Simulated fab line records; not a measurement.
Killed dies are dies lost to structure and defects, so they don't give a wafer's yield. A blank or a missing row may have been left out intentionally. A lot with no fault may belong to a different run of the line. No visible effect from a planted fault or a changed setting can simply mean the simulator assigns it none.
A lot that was struck, set against a sound lot | flow sky130 | 32 steps out of a route of 708
Sound: the wafers L821.1, L821.5, L821.6. Wafers struck: L837.3, L837.4, L837.6. The cause is named last.
Each step with rows lists, per side, the tool, then ch with its chambers, then its first start. Under that, the readings that differ: sound wafers | struck wafers | difference of the means | sigmas: that difference in standard deviations of wafers without a fault.
alike: a reading whose means differ by less than 2 such deviations, as well as words and numbers matching on both sides. not compared: withheld readings; readings where some wafer has no value; bounds like >300 that might hide an equal value; numbers whose values overlap and for which the record gives no deviation.
The two part at a step that has a row with sigmas, a row that says differs or no value, or rows on one side only. Numbers that have no deviation but don't overlap get no sigmas and don't part them. Lack of a reading on every wafer of one side parts them only where that side has two or more wafers.

SKY_PWDE_OVL_MEAS_07:
  sound: overlay-02 at day 5 09:18; struck: overlay-02 at day 9 00:46
  alike: PWDE_OVL
after that, 1 step had no rows for these wafers: SKY_PWDE_IMPLANT_08.
SKY_PWDE_STRIP_09: strips in O2/N2.
  sound on plasma asher-01 ch 0,1, day 5 09:29; struck on plasma asher-02 ch 0,1, day 9 00:58
  alike: drypump motor current A, o2 flow sccm, oes product au, strip time to endpoint s
  not compared: rf hours counter h
SKY_PWDE_TW_MEAS_10:
  sound: film metro-04 at day 5 09:35; struck: film metro-03 at day 9 01:03
  reading | sound       | struck      | difference | sigmas
  PWDE_TW | 381 378 382 | 370 370 370 | -10        | -2
then, 7 steps without rows for these wafers: SKY_NWELL_DEHYDRATE_03 (time 60 s); SKY_NWELL_HMDS_04 (prime time 60 s); SKY_NWELL_COAT_05 (resist thk 3000 nm); SKY_NWELL_SOFTBAKE_06; SKY_NWELL_EXPOSE_07 (exposes mask NWM, target cd 840 nm); SKY_NWELL_PEB_08; SKY_NWELL_DEVELOP_09 (develop time 60 s).
SKY_NWELL_OVL_MEAS_10:
  sound: overlay-02 at day 6 04:03; struck: overlay-01 at day 9 23:37
  alike: NWELL_00_OVL
SKY_NWELL_IMPLANT_11:
  sound on implanter-04 ch 0, day 6 04:05; struck on implanter-04 ch 0, day 9 23:41
  reading            | sound             | struck            | difference | sigmas
  beam on s (s)      | 9.92 9.66 10.01   | 8.47 8.24 8.08    | -1.60      | -7
  faraday current uA | 108.5 110.4 107.2 | 126.8 129.5 132.5 | +20.9      | +9
  alike: dose ions cm2
then, 2 steps without rows for these wafers: SKY_NWELL_IMPLANT_12; SKY_NWELL_IMPLANT_13.
SKY_NWELL_STRIP_14: strips in O2/N2.
  sound on plasma asher-01 ch 0,1, day 6 04:32; struck on plasma asher-02 ch 0,1, day 10 00:07
  alike: drypump motor current A, o2 flow sccm, oes product au, strip time to endpoint s
  not compared: rf hours counter h
SKY_NWELL_TW_MEAS_15:
  sound: film metro-04 at day 6 04:38; struck: film metro-01 at day 10 00:13
  reading  | sound          | struck         | difference | sigmas
  NWELL_TW | 1856 1851 1852 | 1724 1716 1719 | -133       | -6
then, 7 steps without rows for these wafers: SKY_NWELL_DEHYDRATE_16 (time 60 s); SKY_NWELL_HMDS_17 (prime time 60 s); SKY_NWELL_COAT_18 (resist thk 3000 nm); SKY_NWELL_SOFTBAKE_19; SKY_NWELL_EXPOSE_20 (exposes mask NWM COMPLEMENT, target cd 840 nm); SKY_NWELL_PEB_21; SKY_NWELL_DEVELOP_22 (develop time 60 s).
SKY_NWELL_OVL_MEAS_23:
  sound: overlay-02 at day 6 22:59; struck: overlay-01 at day 10 23:17
  alike: NWELL_01_OVL
after that, 1 step had no rows for these wafers: SKY_NWELL_IMPLANT_24.
SKY_NWELL_STRIP_25: strips in O2/N2.
  sound on plasma asher-04 ch 0,1, day 6 23:10; struck on plasma asher-02 ch 0,1, day 10 23:30
  alike: drypump motor current A, o2 flow sccm, oes product au, strip time to endpoint s
  not compared: rf hours counter h
SKY_NWELL_TW_MEAS_26:
  sound: film metro-04 at day 6 23:16; struck: film metro-04 at day 10 23:35
  alike: NWELL_2_TW
then, 1 step without rows for these wafers: SKY_NWELL_CLEAN_27 (cleans in SC1/SC2, time 150 s).
SKY_NWELL_RTA_28: time 30 s.
  sound on rtp anneal-01 ch 0, day 6 23:23; struck on rtp anneal-01 ch 0, day 10 23:43
  alike: lamp power pct, wafer_temp_C_max
SKY_NWELL_RS_MEAS_29: a four-point-probe measurement.
  sound: film metro-03 at day 6 23:29; struck: film metro-01 at day 10 23:49
  reading           | sound             | struck            | difference | sigmas
  NWELL_RS (ohm/sq) | 623.5 626.0 625.3 | 696.4 695.5 693.4 | +70.2      | +44
-- the record jumps here: 41 days lie between the struck wafers' starts before and after (it left off in module NWELL and takes up again in module PAD_OPEN, whose first step shown is number 708 of the route) --
SKY_PAD_OPEN_PROBE_99:
  sound: prober-02 at day 48 16:25; struck: prober-02 at day 51 23:15
  reading                                   | sound                         | struck                      | difference | sigmas
  killed at front end                       | 28 24 20                      | 19 14 10                    | -10        | -2
  model.etest.nfet_16v.r on ohm um          | 1.431e+04 1.438e+04 1.426e+04 | 1.498e+04 1.497e+04 1.5e+04 | +6.667e+02 |
  model.etest.res nwell.line ohm um         | 1148 1132 1147                | 1306 1344 1328              | +184       |
  model.etest.res nwell.rs ohm sq           | 947.1 933.6 952.7             | 1076 1082 1080              | +135       |
  model.etest.tip_p_5v.rs ohm sq            | 2860 2844 2868                | 2839 2830 2818              | -28        |
  model.etest.res nwell.width nm (nm)       | 830.8 827.1 833.6             | 809.4 816 817.2             | -16.3      |
  model.etest.pfet_16v.drive ua um          | 243.6 243.9 241               | 259.8 257.6 257.1           | +15.3      |
  model.etest.field p.vt v (V)              | -41.25 -40.59 -41.87          | -37.06 -37.6 -37.02         | +4.01      |
  model.etest.pfet g5v0d10v5.off log10 a um | -12.8 -12.5 -12.71            | -11.86 -11.91 -12.02        | +0.74      |
  alike: killed_at_M0_to_M3, killed_at_M4_up, killed at contacts, killed at other, killed dies, killed open, killed short

== WHERE THEY PART ==
Last at SKY_PAD_OPEN_PROBE_99 as far as this record goes, first at SKY_PWDE_TW_MEAS_10.

WHY: what had been put in by the simulator
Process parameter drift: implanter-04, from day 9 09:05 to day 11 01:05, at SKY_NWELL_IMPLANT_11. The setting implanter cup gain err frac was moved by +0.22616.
